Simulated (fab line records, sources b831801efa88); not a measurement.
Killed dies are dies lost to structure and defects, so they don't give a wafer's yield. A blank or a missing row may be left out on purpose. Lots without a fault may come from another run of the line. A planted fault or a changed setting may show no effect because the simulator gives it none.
A struck lot beside a sound one | flow sfq_line | 21 steps out of a route of 325
Sound: wafers L973.1, L973.3, L973.5. Struck: wafer L990.5. (L990.4, L990.6 of the same lot were not struck and are left out.) The cause comes at the end.
At each step with rows: each side's tool, then ch and its chambers, then its first start. Under that, the readings that differ: sound wafers | struck wafers | difference of the means | sigmas: that difference in standard deviations of wafers without a fault.
alike: readings whose means differ by less than 2 such deviations, and words and numbers that are the same on both sides. not compared: withheld readings, readings that some wafer has no value for, bounds like >300 that may hide the same value, and numbers for which the record gives no deviation and whose values overlap.
The two part at a step that has a row with sigmas, a row that says differs or no value, or rows on one side only. Numbers that don't overlap but have no deviation are shown without sigmas and don't part them. A reading that every wafer of one side lacks parts them only if that side has two wafers or more.

first, 2 steps without rows for these wafers: SFQ_TRILAYER_M0_LITHO_PEB_024 (peb time 60 s); SFQ_TRILAYER_M0_LITHO_DEVELOP_023 (time 60 s).
SFQ_M0_OVL_MEAS_906:
  sound on overlay-02, day 14 19:45; struck on overlay-02, day 21 09:50
  alike: M0_OVL
then, 1 step without rows for these wafers: SFQ_TRILAYER_M0_BARC_OPEN_METAL_ETCH_031 (etches BARC in O2, target depth 125 nm, time 41.7 s).
SFQ_TRILAYER_M0_ETCH_METAL_ETCH_024: etches Nb in Cl2/Ar, stops on SiO2, target depth 240 nm, time 120 s.
  sound on rie_metal-02 ch 1, day 14 19:51; struck on rie_metal-04 ch 1, day 21 09:58
  reading                     | sound       | struck | difference | sigmas
  drypump_motor_current_A (A) | 6.3 6.3 6.3 | 4.8    | -1.5       | -2
  alike: oes_product_au, rf_fwd_power_W
  not compared: rf_hours_counter_h
SFQ_TRILAYER_M0_STRIP_STRIP_025: strips in O2.
  sound on rie_metal-02 ch 1, day 14 19:58; struck on rie_metal-04 ch 1, day 21 10:15
  reading                     | sound       | struck | difference | sigmas
  drypump_motor_current_A (A) | 6.3 6.3 6.3 | 4.7    | -1.6       | -3
  alike: oes_product_au
  not compared: rf_hours_counter_h
then, 2 steps without rows for these wafers: SFQ_TRILAYER_M0_STRIP_SOLV_CLEAN_026 (cleans in NMP, time 600 s); SFQ_TRILAYER_I0_DEP_PECVD_027 (deposits SiO2 from SiH4/N2O, time 111.11 s, target thk 500 nm).
SFQ_TRILAYER_I0_CMP_CMP_028: polishes SiO2.
  sound on cmp-02 ch 1,2,3, day 15 01:02; struck on cmp-01 ch 2, day 21 12:54
  alike: motor_current_A, slurry_filter_dp_kPa, time_to_endpoint_s
SFQ_I0_BOW_MEAS_907:
  sound on film_metro-03, day 15 03:32; struck on film_metro-02, day 21 13:58
  alike: I0_BOW
then, 2 steps without rows for these wafers: SFQ_TRILAYER_I0_METRO_MEASURE_029; SFQ_TRILAYER_I0_VIA_LITHO_COAT_036 (resist thk 62 nm).
SFQ_TRILAYER_I0_VIA_LITHO_COAT_031: resist thk 650 nm.
  sound on litho_track-03 ch 0, day 15 05:09; struck on litho_track-03 ch 0, day 21 15:40
  reading                                                 | sound             | struck | difference | sigmas
  model.KrF_of_TRILAYER_I0_VIA_LITHO_COAT_031.thk_nm (nm) | 650.7 650.8 652.1 | 598.9  | -52.3      |
then, 4 steps without rows for these wafers: SFQ_TRILAYER_I0_VIA_LITHO_SOFTBAKE_035; SFQ_TRILAYER_I0_VIA_LITHO_EXPOSE_032 (exposes mask I0, target cd 500 nm); SFQ_TRILAYER_I0_VIA_LITHO_PEB_034 (peb time 60 s); SFQ_TRILAYER_I0_VIA_LITHO_DEVELOP_033 (time 60 s).
-- the record jumps here: 7 days lie between the struck wafers' starts before and after --
SFQ_I0_OVL_MEAS_908:
  sound on overlay-01, day 15 08:22; struck on overlay-01, day 28 11:20
  alike: I0_OVL
SFQ_TRILAYER_I0_VIA_BARC_OPEN_VIA_ETCH_046: etches BARC in O2, target depth 125 nm, time 41.7 s.
  sound on rie_diel-03 ch 1,2,3, day 15 08:23; struck on rie_diel-02 ch 1, day 28 11:22
  alike: drypump_motor_current_A, oes_product_au, rf_fwd_power_W
  not compared: rf_hours_counter_h
SFQ_TRILAYER_I0_VIA_ETCH_VIA_ETCH_034: etches SiO2 in CHF3, stops on Nb, target depth 260 nm.
  sound on rie_diel-03 ch 1,2,3, day 15 08:26; struck on rie_diel-02 ch 1, day 28 11:24
  reading                                                 | sound             | struck | difference | sigmas
  model.KrF_of_TRILAYER_I0_VIA_LITHO_COAT_031.thk_nm (nm) | 527.3 530.7 528.7 | 476    | -53        |
  alike: drypump_motor_current_A, oes_product_au, rf_fwd_power_W
SFQ_TRILAYER_I0_VIA_STRIP_STRIP_035: strips in O2.
  sound on rie_metal-02 ch 0,1, day 15 08:33; struck on rie_metal-03 ch 1, day 28 11:43
  alike: drypump_motor_current_A, oes_product_au
  not compared: rf_hours_counter_h

WHERE THEY PART
First at SFQ_TRILAYER_M0_ETCH_METAL_ETCH_024; last, within this record, at SFQ_TRILAYER_M0_STRIP_STRIP_025. Later steps at which nothing parts them and some readings are alike: SFQ_TRILAYER_I0_CMP_CMP_028, SFQ_I0_BOW_MEAS_907, SFQ_I0_OVL_MEAS_908, SFQ_TRILAYER_I0_VIA_BARC_OPEN_VIA_ETCH_046, SFQ_TRILAYER_I0_VIA_ETCH_VIA_ETCH_034, SFQ_TRILAYER_I0_VIA_STRIP_STRIP_035.

WHY: what the simulator had put in
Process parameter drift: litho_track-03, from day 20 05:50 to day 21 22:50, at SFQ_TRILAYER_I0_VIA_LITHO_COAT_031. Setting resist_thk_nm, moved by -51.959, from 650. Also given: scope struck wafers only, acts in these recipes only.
